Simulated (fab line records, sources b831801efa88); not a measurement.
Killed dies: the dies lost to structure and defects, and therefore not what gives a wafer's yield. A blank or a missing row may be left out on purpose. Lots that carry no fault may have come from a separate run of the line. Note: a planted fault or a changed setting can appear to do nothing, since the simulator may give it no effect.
A lot that was struck, set against a sound lot / flow sky130 / 15 out of 708 route steps
Sound: wafers L477.1, L477.2, L477.6. Struck: wafers L490.2, L490.4 (left out: L490.1, a lot-mate that was not struck); the cause follows at the end.
For every step that has rows: the tool of each side, followed by ch and its chambers, followed by its first start. Under that, the readings that differ: sound wafers / struck wafers / difference of the means / sigmas: that difference in standard deviations of wafers without a fault.
alike: words and numbers the same on both sides, and readings whose means are apart by under 2 such deviations; not compared: readings that were withheld, readings missing a value for some wafer, numbers with overlapping values and no deviation given by the record, and bounds like >300 which may hide the same value.
Wherever a step has rows on one side only, a row that says differs or no value, or a row with sigmas, the two part there. When numbers do not overlap yet have no deviation, they are printed without sigmas and do not part them. A reading that every wafer of one side lacks parts them only if that side has two wafers or more.

SKY_RES_XHIGH_TW_MEAS_09:
  sound: film metro-01 at day 27 14:58; struck: film metro-04 at day 32 01:37
reading=RES_XHIGH_TW; sound=1638 1628 1633; struck=1610 1607; difference=-24; sigmas=-2
then, 7 steps without rows for these wafers: SKY_SD_N_DEHYDRATE_00 (time 60 s); SKY_SD_N_HMDS_01 (prime time 60 s); SKY_SD_N_COAT_02 (resist thk 1140 nm); SKY_SD_N_SOFTBAKE_03 (time 60 s); SKY_SD_N_EXPOSE_04 (exposes mask NSDM, target cd 380 nm); SKY_SD_N_PEB_05; SKY_SD_N_DEVELOP_06 (develop time 60 s).
SKY_SD_N_CD_MEAS_07 targets a cd of 380 nm.
  sound: cd sem-02 at day 28 19:46; struck: cd sem-01 at day 33 03:46
  alike: cd nm
SKY_SD_N_OVL_MEAS_08:
  sound: overlay-01 at day 28 19:53; struck: overlay-02 at day 33 03:53
  alike: SD_N_OVL
then, 2 steps without rows for these wafers: SKY_SD_N_IMPLANT_09; SKY_SD_N_IMPLANT_10.
SKY_SD_N_STRIP_11: strips in O2/N2.
  sound on plasma asher-04 ch 0,1, day 28 20:13; struck on plasma asher-02 ch 1, day 33 04:13
reading=o2 flow sccm (sccm); sound=2999 3001 2998; struck=3602 3588; difference=+596; sigmas=+71
reading=strip time to endpoint s (s); sound=22.54 22.56 22.55; struck=22.31 22.29; difference=-0.25; sigmas=-6
  alike: drypump motor current A, oes product au
  not compared: rf hours counter h
SKY_SD_N_TW_MEAS_12:
  sound: film metro-01 at day 28 20:19; struck: film metro-03 at day 33 04:19
  alike: SD_N_TW
-- a jump in the record: the struck wafers' starts before and after are 17 days apart (it breaks off in module SD_N and resumes in module PAD_OPEN, where the first step shown is number 708 of the route) --
SKY_PAD_OPEN_PROBE_99:
  sound: prober-01 at day 46 12:50; struck: prober-02 at day 49 16:56
reading=killed at contacts; sound=43 28 28; struck=18 22; difference=-13; sigmas=-2
  alike: killed_at_M0_to_M3, killed_at_M4_up, killed at front end, killed at other, killed dies, killed open, killed short

WHERE THEY PART
Earliest at SKY_RES_XHIGH_TW_MEAS_09; latest, in this record, at SKY_PAD_OPEN_PROBE_99.

WHY: whatever the simulator had introduced
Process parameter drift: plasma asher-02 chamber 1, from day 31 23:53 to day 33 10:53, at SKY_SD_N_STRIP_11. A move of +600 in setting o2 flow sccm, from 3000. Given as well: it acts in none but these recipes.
